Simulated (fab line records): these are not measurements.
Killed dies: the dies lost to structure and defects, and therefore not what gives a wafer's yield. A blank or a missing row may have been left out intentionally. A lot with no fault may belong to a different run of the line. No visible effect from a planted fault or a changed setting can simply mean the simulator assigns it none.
Problem report in the 8D (eight disciplines) form, filled by code + flow sky130 + the parts of the form that need people (team, actions taken, sign-off) are left out

## 1. WHAT WENT WRONG
Across 3 wafers from 3 lots, LDD_HVP_TW at SKY_LDD_HVP_TW_MEAS_10 averages 73, while fault-free wafers read 451 with a standard deviation of 5.5. That puts it -69 standard deviations away from the usual mean.
First seen on wafer L357.5, day 26 23:08, on filmMetro-01. Wafers with a number at this step in the record: 37, from 13 lots. The rule behind "out" and "out of limits": a value lying over 4 standard deviations away from the usual mean. Any other wafer with a number is counted as sound.

## 2. WHAT IT IS; WHAT IT IS NOT
| question                    | is                         | is not                                                                                       |
|-----------------------------|----------------------------|----------------------------------------------------------------------------------------------|
| which readings at this step | LDD_HVP_TW                 | -                                                                                            |
| which lots                  | L357, L358, L362           | L344, L348, L350, L351, L352, L355, L356, L364, L365, L366                                   |
| which wafers of those lots  | L357.5, L358.2, L362.2     | L357.4, L358.3, L358.6, L362.4                                                               |
| read on which gauges        | filmMetro-01, filmMetro-04 | filmMetro-02                                                                                 |
| when                        | from day 26 23:08          | up to then (22 sound wafers); but 12 sound wafers of L358, L362, L364, L365, L366 came after |

## 3. WHAT RULES OUT EACH SUSPECT
Counting: if a tool at a process step up to the reading ran every lot that is out, it stays a suspect. Sound lots after the first of them don't rule it out here, since some wafers of a struck lot are sound.
- the gauge at SKY_LDD_HVP_TW_MEAS_10: ruled out. Those wafers that are out were read across 2 gauges (filmMetro-01, filmMetro-04).
- lithoTrack-04 at SKY_LDD_HVP_DEVELOP_06 (develop time 60 s): kept. Ran every lot that is out, first one L357 (day 26 22:44); last sound lot up to then L351 (day 24 18:10).
The count leaves lithoTrack-04 at SKY_LDD_HVP_DEVELOP_06.

## 4. THE CAUSE (what the simulator had put in)
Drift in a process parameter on lithoTrack-04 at SKY_LDD_HVP_DEVELOP_06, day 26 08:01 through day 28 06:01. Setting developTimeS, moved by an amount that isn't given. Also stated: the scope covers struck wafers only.
Only this tool survived the counting.

## 5. THE CHAIN OF EFFECTS, in route order
Rows list readings where the struck wafers' mean (over those with a number) sits beyond 3 standard deviations from the usual. Readings are gone through only where the record gives a usual standard deviation; hours: the median, over the lots, of the time from a lot's start at the first step in this table giving one to that lot's start at this step; sigmas: the change measured in usual standard deviations.
| hours | step                   | reading          | usual | on struck wafers | change | sigmas |
|-------|------------------------|------------------|-------|------------------|--------|--------|
| 0     | SKY_LDD_HVP_TW_MEAS_10 | LDD_HVP_TW       | 451   | 73               | -378   | -69    |
| 535   | SKY_PAD_OPEN_PROBE_99  | killedAtFrontEnd | 15    | 409              | +394   | +88    |
| 535   | SKY_PAD_OPEN_PROBE_99  | killedDies       | 87    | 492              | +405   | +44    |
| 535   | SKY_PAD_OPEN_PROBE_99  | killedOnRim      | 17    | 96               | +79    | +19    |
It contains these process steps:
- SKY_PAD_OPEN_PROBE_99
At these later measuring or inspecting steps, every struck wafer for which the step has a row has a number for every such reading, and none has moved that far: SKY_LDD_LDN_OVL_MEAS_07.

## 6. HOW IT WOULD HAVE BEEN CAUGHT EARLIER
Counted from the fault's start at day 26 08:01, it took 15 hours until the first out-of-limits reading at a measuring or inspecting step in this record, taken at day 26 23:08.
Tool readings at SKY_LDD_HVP_DEVELOP_06 with a usual standard deviation given in the record: none out on any struck wafer, hence no alarm at a limit of 4 standard deviations on them.
L358, L362, from the lots that are out (3), started SKY_LDD_HVP_DEVELOP_06 on lithoTrack-04 later than day 26 23:08. A hold on the tool at that time would have spared those 2.
